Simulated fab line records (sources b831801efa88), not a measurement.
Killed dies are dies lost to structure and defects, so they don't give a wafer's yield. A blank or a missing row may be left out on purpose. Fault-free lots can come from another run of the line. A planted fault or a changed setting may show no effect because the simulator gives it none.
Which tool did it? / flow sky130 / 36 wafers from 12 lots sampled at 4 of the route's 708 steps

## WHAT EACH GAUGE READ, for each wafer
SKY_POLY_GATE_OVL_MEAS_14.
lot=L253; measured=day 16 17:16; on=overlay-01; POLY_GATE_OVL (nm)=9 8 3
lot=L254; measured=day 16 22:52; on=overlay-02; POLY_GATE_OVL (nm)=-2 0 0
lot=L255; measured=day 17 06:22; on=overlay-02; POLY_GATE_OVL (nm)=8 11 6
lot=L256; measured=day 17 20:32; on=overlay-01; POLY_GATE_OVL (nm)=2 8 9
lot=L259; measured=day 18 23:55; on=overlay-02; POLY_GATE_OVL (nm)=0 2 13
lot=L260; measured=day 19 09:30; on=overlay-01; POLY_GATE_OVL (nm)=0 -3 -10
lot=L267; measured=day 21 23:43; on=overlay-02; POLY_GATE_OVL (nm)=-3 -1 -5
lot=L269; measured=day 22 16:13; on=overlay-02; POLY_GATE_OVL (nm)=-7 0 3
lot=L270; measured=day 23 00:39; on=overlay-01; POLY_GATE_OVL (nm)=-1 5 3
lot=L271; measured=day 23 14:16; on=overlay-02; POLY_GATE_OVL (nm)=13 8 6
lot=L273; measured=day 24 06:10; on=overlay-02; POLY_GATE_OVL (nm)=12 6 7
lot=L274; measured=day 24 14:56; on=overlay-02; POLY_GATE_OVL (nm)=-8 -2 3

SKY_LDD_HVN_TW_MEAS_10.
lot=L253; measured=day 20 16:32; on=film metro-04; LDD_HVN_TW=1440 1445 1440
lot=L254; measured=day 20 22:53; on=film metro-02; LDD_HVN_TW=1467 1461 1467
lot=L255; measured=day 21 06:22; on=film metro-04; LDD_HVN_TW=1443 1452 1437
lot=L256; measured=day 21 20:05; on=film metro-03; LDD_HVN_TW=1442 1439 1439
lot=L259; measured=day 22 23:41; on=film metro-03; LDD_HVN_TW=1385 1379 1385
lot=L260; measured=day 23 08:55; on=film metro-02; LDD_HVN_TW=1405 1408 1407
lot=L267; measured=day 25 21:07; on=film metro-04; LDD_HVN_TW=1441 1446 1450
lot=L269; measured=day 26 12:46; on=film metro-02; LDD_HVN_TW=1459 1459 1457
lot=L270; measured=day 26 19:53; on=film metro-04; LDD_HVN_TW=1437 1441 1437
lot=L271; measured=day 27 10:04; on=film metro-03; LDD_HVN_TW=1448 1441 1450
lot=L273; measured=day 28 01:56; on=film metro-02; LDD_HVN_TW=1464 1461 1457
lot=L274; measured=day 28 09:22; on=film metro-02; LDD_HVN_TW=1454 1458 1461

## EACH LOT AND THE TOOL THAT RAN IT (in order: tool; ch and the chambers of the sampled wafers; start)
lot=L253; SKY_POLY_GATE_STRIP_18=plasma asher-01 ch 0,1, day 16 17:31; SKY_LDD_HVN_IMPLANT_08=implanter-02 ch 0, day 20 16:18
lot=L254; SKY_POLY_GATE_STRIP_18=plasma asher-01 ch 0,1, day 16 23:08; SKY_LDD_HVN_IMPLANT_08=implanter-04 ch 0, day 20 22:39
lot=L255; SKY_POLY_GATE_STRIP_18=plasma asher-01 ch 0,1, day 17 06:38; SKY_LDD_HVN_IMPLANT_08=implanter-04 ch 0, day 21 06:07
lot=L256; SKY_POLY_GATE_STRIP_18=plasma asher-01 ch 0, day 17 20:49; SKY_LDD_HVN_IMPLANT_08=implanter-03 ch 0, day 21 19:50
lot=L259; SKY_POLY_GATE_STRIP_18=plasma asher-01 ch 0,1, day 19 00:13; SKY_LDD_HVN_IMPLANT_08=implanter-04 ch 0, day 22 23:28
lot=L260; SKY_POLY_GATE_STRIP_18=plasma asher-02 ch 0,1, day 19 09:46; SKY_LDD_HVN_IMPLANT_08=implanter-04 ch 0, day 23 08:40
lot=L267; SKY_POLY_GATE_STRIP_18=plasma asher-04 ch 0,1, day 21 23:59; SKY_LDD_HVN_IMPLANT_08=implanter-02 ch 0, day 25 20:52
lot=L269; SKY_POLY_GATE_STRIP_18=plasma asher-02 ch 0,1, day 22 16:29; SKY_LDD_HVN_IMPLANT_08=implanter-02 ch 0, day 26 12:31
lot=L270; SKY_POLY_GATE_STRIP_18=plasma asher-02 ch 0,1, day 23 00:55; SKY_LDD_HVN_IMPLANT_08=implanter-02 ch 0, day 26 19:38
lot=L271; SKY_POLY_GATE_STRIP_18=plasma asher-02 ch 0,1, day 23 14:32; SKY_LDD_HVN_IMPLANT_08=implanter-04 ch 0, day 27 09:49
lot=L273; SKY_POLY_GATE_STRIP_18=plasma asher-04 ch 0,1, day 24 06:27; SKY_LDD_HVN_IMPLANT_08=implanter-04 ch 0, day 28 01:43
lot=L274; SKY_POLY_GATE_STRIP_18=plasma asher-01 ch 0,1, day 24 15:13; SKY_LDD_HVN_IMPLANT_08=implanter-04 ch 0, day 28 09:07
- SKY_POLY_GATE_STRIP_18: strips in O2/N2.
- SKY_LDD_HVN_IMPLANT_08

## WHAT THE TOOLS THEMSELVES READ (means of the sampled wafers that have a number; where no wafer has one, the mark that the record gives instead)
SKY_POLY_GATE_STRIP_18.
lot=L253; tool=plasma asher-01; drypump motor current A (A)=5.3; oes product au (a.u.)=0.360; strip time to endpoint s (s)=3.17
lot=L254; tool=plasma asher-01; drypump motor current A (A)=5.3; oes product au (a.u.)=0.358; strip time to endpoint s (s)=3.16
lot=L255; tool=plasma asher-01; drypump motor current A (A)=5.3; oes product au (a.u.)=0.359; strip time to endpoint s (s)=3.18
lot=L256; tool=plasma asher-01; drypump motor current A (A)=5.1; oes product au (a.u.)=0.359; strip time to endpoint s (s)=3.15
lot=L259; tool=plasma asher-01; drypump motor current A (A)=5.6; oes product au (a.u.)=0.359; strip time to endpoint s (s)=3.18
lot=L260; tool=plasma asher-02; drypump motor current A (A)=6.0; oes product au (a.u.)=0.359; strip time to endpoint s (s)=3.15
lot=L267; tool=plasma asher-04; drypump motor current A (A)=6.1; oes product au (a.u.)=0.363; strip time to endpoint s (s)=3.21
lot=L269; tool=plasma asher-02; drypump motor current A (A)=5.8; oes product au (a.u.)=0.360; strip time to endpoint s (s)=3.20
lot=L270; tool=plasma asher-02; drypump motor current A (A)=6.0; oes product au (a.u.)=0.359; strip time to endpoint s (s)=3.17
lot=L271; tool=plasma asher-02; drypump motor current A (A)=5.8; oes product au (a.u.)=0.361; strip time to endpoint s (s)=3.17
lot=L273; tool=plasma asher-04; drypump motor current A (A)=6.1; oes product au (a.u.)=0.358; strip time to endpoint s (s)=3.18
lot=L274; tool=plasma asher-01; drypump motor current A (A)=5.6; oes product au (a.u.)=0.364; strip time to endpoint s (s)=3.13

## THE ANSWER, worked out from the rows above alone
Rule: usual is defined by the lots themselves. Put in order of their means at a reading, lots are off if they are a third of the lots or fewer, leave a main group of 4 or more, and stand apart from it by a gap of 3 or more times the standard deviation of the main group's means; of several such gaps the widest counts. A main group is skipped when, at the precision printed for the reading in the tables above, its means are all equal. A lot without any number at a reading at which 4 lots or more have one is off too. Any other lot the step has rows for is counted as sound. Order of review: gauges by route order, followed by the tools' own readings, for which a lot's mean as printed above is used. The first step at which some lot is off is used, and at that step the reading that is off furthest; a lot without a number counts as furthest.
Off: L259, L260, at SKY_LDD_HVN_TW_MEAS_10 (LDD_HVN_TW). The main group has a mean of 1450 with a standard deviation of 9.2.
If a tool, at a process step before that reading, ran all the lots that are off and no sound lot after the first of them, it fits. Those tools and the gauges at SKY_LDD_HVN_TW_MEAS_10 are tried in the same way. No candidate that was tried fits.

## WHAT THE SIMULATOR HAD INSERTED
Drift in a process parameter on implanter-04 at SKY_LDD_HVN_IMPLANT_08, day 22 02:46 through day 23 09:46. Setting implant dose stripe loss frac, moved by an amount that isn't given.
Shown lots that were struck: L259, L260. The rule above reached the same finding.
